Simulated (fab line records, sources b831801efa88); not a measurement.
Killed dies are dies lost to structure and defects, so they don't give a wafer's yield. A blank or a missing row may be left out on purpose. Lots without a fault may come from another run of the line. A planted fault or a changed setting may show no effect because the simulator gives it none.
Chamber matching | flow sfq_line | SFQ_TRILAYER_I4_CMP_CMP_100 on cmp-02: 4 sister chambers
The step polishes SiO2. 4 wafers are shown with their chamber, then 8 later ones without.

WAFERS WITH THEIR CHAMBER
wafer  | chamber | motor_current_A (A)
L206.4 | 2       | 8.8
L208.4 | 3       | 11.1
L208.5 | 1       | 9.5
L213.1 | 0       | 10.1

WAFERS WITHOUT THEIR CHAMBER
wafer  | motor_current_A (A)
L213.4 | 10.4
L213.6 | 9.0
L215.2 | 8.9
L215.4 | 10.5
L215.5 | 8.5
L219.2 | 9.0
L219.3 | 9.7
L219.1 | 10.3

WHICH CHAMBER EACH WENT THROUGH
wafer  | from the rows above     | in truth
L213.4 | can't be placed: 0 or 3 | 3
L213.6 | can't be placed: 2 or 1 | 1
L215.2 | can't be placed: 2 or 1 | 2
L215.4 | can't be placed: 0 or 3 | 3
L215.5 | 2                       | 2
L219.2 | can't be placed: 2 or 1 | 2
L219.3 | can't be placed: 1 or 0 | 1
L219.1 | 0                       | 0
Placed correctly: 2 of 8. Can't be placed from these rows: 6 (the true chamber is among the candidates in 6). Placed wrongly: 0.
How it was worked out, from the rows above alone: a wafer's distance from a chamber is the root of the sum, over the readings, of the square of ((its reading less the chamber's mean) divided by the reading's scatter). The wafer belongs to the nearest chamber; if the next one is less than 2 further off, it can't be placed. A chamber's mean is the mean of its shown wafers. The scatter: with one shown wafer a chamber, the root of the mean of the squares of how far each hidden wafer lies from its nearest shown one.
